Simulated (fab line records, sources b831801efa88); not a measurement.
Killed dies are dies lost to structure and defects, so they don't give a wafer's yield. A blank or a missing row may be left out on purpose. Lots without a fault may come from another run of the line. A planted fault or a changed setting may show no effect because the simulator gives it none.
A struck lot beside a sound one | flow sky130 | 16 steps out of a route of 708
Sound: wafers L386.3, L386.4, L386.6. Struck: wafer L401.6. (L401.3, L401.5 of the same lot were not struck and are left out.) The cause comes at the end.
At each step with rows: each side's tool, then ch and its chambers, then its first start. Under that, the readings that differ: sound wafers | struck wafers | difference of the means | sigmas: that difference in standard deviations of wafers without a fault.
alike: readings whose means differ by less than 2 such deviations, and words and numbers that are the same on both sides. not compared: withheld readings, readings that some wafer has no value for, bounds like >300 that may hide the same value, and numbers for which the record gives no deviation and whose values overlap.
The two part at a step that has a row with sigmas, a row that says differs or no value, or rows on one side only. Numbers that don't overlap but have no deviation are shown without sigmas and don't part them. A reading that every wafer of one side lacks parts them only if that side has two wafers or more.

SKY_FIELD_ISO_THK_MEAS_02:
  sound on film_metro-04, day 1 14:29; struck on film_metro-02, day 4 16:57
  alike: FIELD_ISO_OXIDATION_00_THK
then, 1 step without rows for these wafers: SKY_FIELD_ISO_CVD_03 (deposits Si3N4 from DCS/NH3, target thk 165 nm, time 2830 s).
SKY_FIELD_ISO_THK_MEAS_04:
  sound on film_metro-01, day 1 16:29; struck on film_metro-02, day 4 18:48
  alike: FIELD_ISO_CVD_03_THK
then, 8 steps without rows for these wafers: SKY_FIELD_ISO_DEHYDRATE_05 (time 60 s); SKY_FIELD_ISO_HMDS_06 (prime time 60 s); SKY_FIELD_ISO_COAT_07 (resist thk 60 nm); SKY_FIELD_ISO_COAT_08 (resist thk 450 nm); SKY_FIELD_ISO_SOFTBAKE_09 (time 90 s); SKY_FIELD_ISO_EXPOSE_10 (exposes mask FOM, target cd 150 nm); SKY_FIELD_ISO_PEB_11; SKY_FIELD_ISO_DEVELOP_12 (develop time 60 s).
SKY_FIELD_ISO_CD_MEAS_13: target cd 150 nm.
  sound on cd_sem-02, day 2 07:40; struck on cd_sem-01, day 5 12:04
  reading    | sound             | struck | difference | sigmas
  cd_nm (nm) | 150.7 150.5 148.8 | 153.0  | +3.0       | +2
SKY_FIELD_ISO_ETCH_14: etches BARC in N2/H2, stops on SiO2, time 45.9 s, target depth 60 nm.
  sound on rie_diel-01 ch 0,1, day 2 07:44; struck on rie_diel-04 ch 0, day 5 12:08
  reading                                          | sound             | struck | difference | sigmas
  rf_fwd_power_W (W)                               | 493.0 496.2 495.5 | 417.0  | -77.9      | -32
  model.KrF-thick_of_FIELD_ISO_COAT_08.thk_nm (nm) | 393.4 392.9 390.3 | 400.3  | +8.1       |
  alike: drypump_motor_current_A, oes_product_au, throttle_valve_pct
  not compared: rf_hours_counter_h
SKY_FIELD_ISO_ETCH_15: etches the open film in CHF3/O2, stops on Si, target depth 180 nm, time 72 s.
  sound on rie_diel-01 ch 0,1, day 2 07:47; struck on rie_diel-04 ch 0, day 5 12:11
  reading                                          | sound             | struck | difference | sigmas
  oes_product_au (a.u.)                            | 0.963 0.948 0.954 | 0.942  | -0.013     | -2
  model.KrF-thick_of_FIELD_ISO_COAT_08.thk_nm (nm) | 239.9 237.9 236.2 | 248.1  | +10.1      |
  alike: drypump_motor_current_A, rf_fwd_power_W, throttle_valve_pct
  not compared: rf_hours_counter_h
SKY_FIELD_ISO_STRIP_16: strips in O2/N2.
  sound on plasma_asher-01 ch 0,1, day 2 07:52; struck on plasma_asher-04 ch 0, day 5 12:16
  reading                      | sound          | struck | difference | sigmas
  strip_time_to_endpoint_s (s) | 3.58 3.57 3.55 | 3.68   | +0.11      | +3
  alike: drypump_motor_current_A, oes_product_au
  not compared: rf_hours_counter_h
SKY_PAD_OPEN_PROBE_99:
  the record has rows for the sound wafers here (prober-01, day 45 17:18) and none for the struck ones

WHERE THEY PART
First at SKY_FIELD_ISO_CD_MEAS_13; last, within this record, at SKY_PAD_OPEN_PROBE_99.

WHY: what the simulator had put in
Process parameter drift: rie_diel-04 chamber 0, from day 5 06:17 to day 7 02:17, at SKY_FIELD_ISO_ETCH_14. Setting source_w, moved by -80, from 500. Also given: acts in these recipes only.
